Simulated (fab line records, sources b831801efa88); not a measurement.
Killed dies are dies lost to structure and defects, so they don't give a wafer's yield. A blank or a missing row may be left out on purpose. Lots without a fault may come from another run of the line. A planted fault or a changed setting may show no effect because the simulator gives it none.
Which tool did it? | flow gf180mcu | 24 lots, 72 wafers sampled, at 6 steps of a route of 602

WHAT THE GAUGES READ, wafer by wafer
GF_V2_THK_MEAS_01. Usual: V2_CVD_00_THK 601 nm, standard deviation 5.4.
lot  | measured     | on            | V2_CVD_00_THK (nm) | flag
L074 | day 19 12:16 | film_metro-01 | 612 601 603        |
L075 | day 19 21:02 | film_metro-02 | 600 600 602        |
L076 | day 20 09:00 | film_metro-01 | 598 604 604        |
L077 | day 20 12:14 | film_metro-01 | 605 604 606        |
L078 | day 20 14:56 | film_metro-01 | 591 587 591        |
L079 | day 21 01:15 | film_metro-01 | 606 602 599        |
L080 | day 21 06:32 | film_metro-02 | 594 595 599        |
L081 | day 22 01:43 | film_metro-02 | 599 598 596        |
L082 | day 22 12:08 | film_metro-02 | 600 596 600        |
L083 | day 22 16:33 | film_metro-03 | 608 600 609        |
L084 | day 23 01:38 | film_metro-01 | 604 603 594        |
L085 | day 23 09:07 | film_metro-01 | 600 601 607        |
L086 | day 23 20:55 | film_metro-02 | 595 603 598        |
L087 | day 24 08:37 | film_metro-02 | 609 615 598        |
L088 | day 24 15:47 | film_metro-03 | 600 602 608        |
L089 | day 24 19:24 | film_metro-03 | 604 600 607        |
L090 | day 25 04:59 | film_metro-01 | 599 596 595        |
L091 | day 25 11:35 | film_metro-03 | 602 602 603        |
L092 | day 25 18:12 | film_metro-01 | 600 597 605        |
L093 | day 25 22:04 | film_metro-01 | 608 598 601        |
L094 | day 26 04:37 | film_metro-02 | 606 607 604        |
L095 | day 26 10:51 | film_metro-01 | 612 610 606        |
L096 | day 26 20:43 | film_metro-03 | 592 599 589        |
L097 | day 27 00:26 | film_metro-02 | 606 607 606        |

GF_M4_CD_MEAS_14: target cd 280 nm. Usual: cd_nm 280.0 nm, standard deviation 0.95.
lot  | measured     | on        | cd_nm (nm)        | flag
L074 | day 23 15:04 | cd_sem-02 | 279.4 279.5 279.3 |
L075 | day 24 00:10 | cd_sem-02 | 281.1 281.8 280.7 |
L076 | day 24 10:40 | cd_sem-02 | 279.2 280.3 279.0 |
L077 | day 24 13:10 | cd_sem-02 | 280.4 280.0 279.8 |
L078 | day 24 17:25 | cd_sem-02 | 278.6 279.0 279.2 |
L079 | day 25 01:18 | cd_sem-01 | 279.3 279.1 278.5 |
L080 | day 25 06:01 | cd_sem-01 | 280.6 279.9 280.2 |
L081 | day 26 00:02 | cd_sem-02 | 279.9 280.3 278.7 |
L082 | day 26 08:35 | cd_sem-01 | 280.8 279.8 280.9 |
L083 | day 26 13:35 | cd_sem-01 | 280.7 280.8 279.8 |
L084 | day 26 22:26 | cd_sem-01 | 279.7 280.3 280.8 |
L085 | day 27 03:22 | cd_sem-02 | 279.4 278.2 278.9 |
L086 | day 27 13:38 | cd_sem-02 | 278.3 279.7 278.4 |
L087 | day 27 23:46 | cd_sem-01 | 279.7 280.3 280.4 |
L088 | day 28 07:35 | cd_sem-01 | 279.8 281.2 280.6 |
L089 | day 28 10:53 | cd_sem-02 | 279.6 280.7 281.6 |
L090 | day 28 18:02 | cd_sem-02 | 280.5 281.0 280.4 |
L091 | day 29 02:50 | cd_sem-02 | 280.2 280.7 279.9 |
L092 | day 29 07:17 | cd_sem-01 | 278.2 279.6 278.2 |
L093 | day 29 10:43 | cd_sem-02 | 280.0 279.7 279.2 |
L094 | day 29 17:05 | cd_sem-01 | 279.2 279.1 279.0 |
L095 | day 29 22:59 | cd_sem-02 | 280.2 281.9 280.9 |
L096 | day 30 09:10 | cd_sem-02 | 280.8 281.6 282.6 |
L097 | day 30 10:14 | cd_sem-01 | 281.4 281.1 282.2 |

GF_TOP_METAL_OVL_MEAS_15. Usual: TOP_METAL_OVL 0.5 nm, standard deviation 1.6.
lot  | measured     | on         | TOP_METAL_OVL (nm) | flag
L074 | day 28 07:09 | overlay-02 | 3.1 3.1 1.6        |
L075 | day 28 13:28 | overlay-01 | 2.2 3.3 2.2        |
L076 | day 28 23:56 | overlay-01 | 0.5 -0.5 0.5       |
L077 | day 29 03:47 | overlay-01 | -0.3 -0.5 -0.1     |
L078 | day 29 05:29 | overlay-02 | 1.5 0.6 1.1        |
L079 | day 29 13:28 | overlay-02 | -0.2 -1.2 -1.2     |
L080 | day 29 15:53 | overlay-01 | 1.1 3.1 3.6        |
L081 | day 30 09:59 | overlay-01 | -1.1 -2.3 -2.2     |
L082 | day 30 16:46 | overlay-01 | -1.1 -1.0 -1.0     |
L083 | day 30 19:53 | overlay-01 | -4.0 1.6 -2.3      |
L084 | day 31 03:22 | overlay-02 | -0.2 -0.3 -1.8     |
L085 | day 31 08:29 | overlay-01 | 3.1 3.6 4.1        |
L086 | day 31 19:01 | overlay-01 | -0.2 0.0 0.8       |
L087 | day 32 02:05 | overlay-02 | 0.0 0.1 -0.3       |
L088 | day 32 09:22 | overlay-02 | 1.0 1.4 1.4        |
L089 | day 32 10:59 | overlay-01 | 0.2 0.6 0.4        |
L090 | day 32 19:53 | overlay-02 | 0.4 1.9 0.6        |
L091 | day 33 02:22 | overlay-02 | -0.1 1.7 0.3       |
L092 | day 33 04:20 | overlay-01 | 1.0 1.6 1.3        |
L093 | day 33 07:53 | overlay-02 | -0.7 -0.8 0.1      |
L094 | day 33 15:52 | overlay-02 | 2.5 2.6 1.6        |
L095 | day 33 18:17 | overlay-02 | 0.5 -0.2 -1.2      |
L096 | day 34 02:05 | overlay-02 | 3.5 2.4 0.2        |
L097 | day 34 03:14 | overlay-02 | 0.4 -1.1 -0.2      |

WHICH TOOL RAN EACH LOT (tool, then ch and the chambers of the sampled wafers, then the start)
lot  | GF_V4_CMP_04                  | GF_MIM_SPUTTER_00            | GF_M5_METAL_ETCH_10
L074 | cmp-01 ch 1,3, day 23 16:05   | pvd_sputter-01, day 24 16:04 | rie_metal-03 ch 0, day 26 12:01
L075 | cmp-02 ch 0,1,3, day 24 01:17 | pvd_sputter-02, day 25 00:49 | rie_metal-04 ch 0,1, day 26 19:13
L076 | cmp-02 ch 2,3, day 24 11:44   | pvd_sputter-01, day 25 11:08 | rie_metal-03 ch 0, day 27 05:28
L077 | cmp-02 ch 0,2,3, day 24 14:23 | pvd_sputter-04, day 25 13:44 | rie_metal-04 ch 0,1, day 27 08:57
L078 | cmp-01 ch 0,1,2, day 24 18:34 | pvd_sputter-01, day 25 17:18 | rie_metal-03 ch 0, day 27 11:13
L079 | cmp-02 ch 0,1,2, day 25 02:25 | pvd_sputter-01, day 26 00:36 | rie_metal-03 ch 0, day 27 18:37
L080 | cmp-02 ch 1,2, day 25 07:04   | pvd_sputter-01, day 26 05:38 | rie_metal-04 ch 0,1, day 27 22:24
L081 | cmp-02 ch 0,1, day 26 01:06   | pvd_sputter-02, day 27 00:07 | rie_metal-01 ch 0,1, day 28 16:31
L082 | cmp-01 ch 1,3, day 26 09:40   | pvd_sputter-04, day 27 07:53 | rie_metal-04 ch 0, day 29 00:41
L083 | cmp-01 ch 0,1,3, day 26 14:52 | pvd_sputter-01, day 27 12:14 | rie_metal-04 ch 0, day 29 04:13
L084 | cmp-02 ch 1,3, day 26 23:31   | pvd_sputter-02, day 27 20:42 | rie_metal-03 ch 0, day 29 11:51
L085 | cmp-01 ch 1,3, day 27 04:38   | pvd_sputter-04, day 28 02:52 | rie_metal-04 ch 0,1, day 29 17:37
L086 | cmp-02 ch 0,1,3, day 27 14:46 | pvd_sputter-02, day 28 13:20 | rie_metal-01 ch 0,1, day 30 04:19
L087 | cmp-01 ch 0,2,3, day 28 00:54 | pvd_sputter-04, day 28 22:41 | rie_metal-04 ch 0,1, day 30 12:58
L088 | cmp-02 ch 0,2,3, day 28 08:43 | pvd_sputter-01, day 29 06:16 | rie_metal-04 ch 0,1, day 30 20:25
L089 | cmp-01 ch 1,2,3, day 28 12:02 | pvd_sputter-04, day 29 08:45 | rie_metal-04 ch 0,1, day 30 22:29
L090 | cmp-01 ch 2,3, day 28 19:17   | pvd_sputter-01, day 29 16:14 | rie_metal-04 ch 0,1, day 31 04:59
L091 | cmp-02 ch 0,1, day 29 03:54   | pvd_sputter-01, day 30 00:52 | rie_metal-01 ch 0,1, day 31 13:50
L092 | cmp-02 ch 1,3, day 29 08:26   | pvd_sputter-02, day 30 05:21 | rie_metal-01 ch 0, day 31 17:17
L093 | cmp-01 ch 0,2,3, day 29 11:56 | pvd_sputter-01, day 30 08:48 | rie_metal-03 ch 0, day 31 20:47
L094 | cmp-02 ch 1,2, day 29 18:13   | pvd_sputter-02, day 30 14:28 | rie_metal-01 ch 0, day 32 02:01
L095 | cmp-02 ch 0,1,3, day 30 00:05 | pvd_sputter-04, day 30 20:02 | rie_metal-01 ch 0, day 32 07:07
L096 | cmp-01 ch 0,1,2, day 30 10:13 | pvd_sputter-02, day 31 05:24 | rie_metal-01 ch 0, day 32 15:52
L097 | cmp-01 ch 1,3, day 30 11:24   | pvd_sputter-02, day 31 06:40 | rie_metal-04 ch 0,1, day 32 17:41
- GF_V4_CMP_04: polishes SiO2.
- GF_MIM_SPUTTER_00: material Ti, target thk 37.5 nm, time 150 s.
- GF_M5_METAL_ETCH_10: etches the open film in Cl2/BCl3, stops on SiO2, target depth 627.5 nm, time 104.6 s.

WHAT THE TOOLS THEMSELVES READ (means of the sampled wafers that have a number; where no wafer has one, the mark that the record gives instead)
GF_V4_CMP_04. Usual: motor_current_A 12.4 A, standard deviation 1.1; time_to_endpoint_s 80 s, standard deviation 5.1.
lot  | tool   | motor_current_A (A) | time_to_endpoint_s (s) | flag
L074 | cmp-01 | 12.7                | 86                     |
L075 | cmp-02 | 12.3                | 81                     |
L076 | cmp-02 | 12.8                | 82                     |
L077 | cmp-02 | 12.9                | 75                     |
L078 | cmp-01 | 12.1                | 77                     |
L079 | cmp-02 | 12.2                | 81                     |
L080 | cmp-02 | 11.6                | 78                     |
L081 | cmp-02 | 11.7                | 82                     |
L082 | cmp-01 | 12.6                | 80                     |
L083 | cmp-01 | 12.1                | 73                     |
L084 | cmp-02 | 12.4                | 77                     |
L085 | cmp-01 | 13.2                | 76                     |
L086 | cmp-02 | 12.5                | 80                     |
L087 | cmp-01 | 11.8                | 80                     |
L088 | cmp-02 | 12.8                | 78                     |
L089 | cmp-01 | 13.1                | 82                     |
L090 | cmp-01 | 12.3                | 81                     |
L091 | cmp-02 | 11.8                | 84                     |
L092 | cmp-02 | 12.5                | 85                     |
L093 | cmp-01 | 11.7                | 76                     |
L094 | cmp-02 | 11.8                | 85                     |
L095 | cmp-02 | 12.8                | 75                     |
L096 | cmp-01 | 12.7                | 81                     |
L097 | cmp-01 | 13.3                | 83                     |

GF_MIM_SPUTTER_00. Usual: throttle_valve_pct 30.1 %, standard deviation 0.94.
lot  | tool           | throttle_valve_pct (%) | flag
L074 | pvd_sputter-01 | 29.3                   |
L075 | pvd_sputter-02 | 30.5                   |
L076 | pvd_sputter-01 | 30.9                   |
L077 | pvd_sputter-04 | 29.3                   |
L078 | pvd_sputter-01 | 30.0                   |
L079 | pvd_sputter-01 | 29.3                   |
L080 | pvd_sputter-01 | 30.1                   |
L081 | pvd_sputter-02 | 30.7                   |
L082 | pvd_sputter-04 | 30.7                   |
L083 | pvd_sputter-01 | 30.0                   |
L084 | pvd_sputter-02 | 30.2                   |
L085 | pvd_sputter-04 | 31.2                   |
L086 | pvd_sputter-02 | 30.6                   |
L087 | pvd_sputter-04 | 29.6                   |
L088 | pvd_sputter-01 | 29.9                   |
L089 | pvd_sputter-04 | 30.1                   |
L090 | pvd_sputter-01 | 29.8                   |
L091 | pvd_sputter-01 | 29.2                   |
L092 | pvd_sputter-02 | 30.3                   |
L093 | pvd_sputter-01 | 29.1                   |
L094 | pvd_sputter-02 | 30.5                   |
L095 | pvd_sputter-04 | 30.2                   |
L096 | pvd_sputter-02 | 30.7                   |
L097 | pvd_sputter-02 | 30.9                   |

GF_M5_METAL_ETCH_10. Usual: drypump_motor_current_A 6.0 A, standard deviation 0.5; oes_product_au 0.975 a.u., standard deviation 0.0063; throttle_valve_pct 28.248 %, standard deviation 0.01.
lot  | tool         | drypump_motor_current_A (A) | oes_product_au (a.u.) | throttle_valve_pct (%) | flag
L074 | rie_metal-03 | 6.5                         | 0.975                 | 28.258                 |
L075 | rie_metal-04 | 6.2                         | 0.971                 | 28.257                 |
L076 | rie_metal-03 | 6.5                         | 0.967                 | 28.252                 |
L077 | rie_metal-04 | 6.2                         | 0.975                 | 28.242                 |
L078 | rie_metal-03 | 6.5                         | 0.979                 | 28.251                 |
L079 | rie_metal-03 | 6.5                         | 0.978                 | 28.250                 |
L080 | rie_metal-04 | 6.2                         | 0.978                 | 28.249                 |
L081 | rie_metal-01 | 5.3                         | 0.968                 | 28.244                 |
L082 | rie_metal-04 | 6.1                         | 0.975                 | 28.240                 |
L083 | rie_metal-04 | 6.1                         | 0.979                 | 28.236                 |
L084 | rie_metal-03 | 6.5                         | 0.971                 | 28.238                 |
L085 | rie_metal-04 | 6.2                         | 0.975                 | 28.246                 |
L086 | rie_metal-01 | 5.4                         | 0.979                 | 28.246                 |
L087 | rie_metal-04 | 6.2                         | 0.971                 | 28.259                 |
L088 | rie_metal-04 | 6.1                         | 0.973                 | 28.254                 |
L089 | rie_metal-04 | 6.2                         | 0.970                 | 28.256                 |
L090 | rie_metal-04 | 6.2                         | 0.973                 | 28.252                 |
L091 | rie_metal-01 | 5.3                         | 0.967                 | 28.250                 |
L092 | rie_metal-01 | 5.1                         | 0.979                 | 28.241                 |
L093 | rie_metal-03 | 6.5                         | 0.976                 | 28.250                 |
L094 | rie_metal-01 | 5.1                         | 0.977                 | 28.235                 |
L095 | rie_metal-01 | 5.1                         | 0.968                 | 28.258                 |
L096 | rie_metal-01 | 5.1                         | 0.975                 | 28.248                 |
L097 | rie_metal-04 | 6.2                         | 0.976                 | 28.247                 |

THE ANSWER, worked out from the rows above alone
Rule: a lot is off if the mean of its wafers that have a number lies more than 3 standard deviations from the usual mean. A lot without any number at a reading at which 4 lots or more have one is off too. The other lots that the step has rows for count as sound. The gauges are gone through in route order, then the tools' own readings, and for those a lot's mean is taken as printed above. The first step at which some lot is off is used, and at that step the reading that is off furthest; a lot without a number counts as furthest.
No lot is off at any reading shown: from this, nothing can be told.

WHAT THE SIMULATOR HAD PUT IN
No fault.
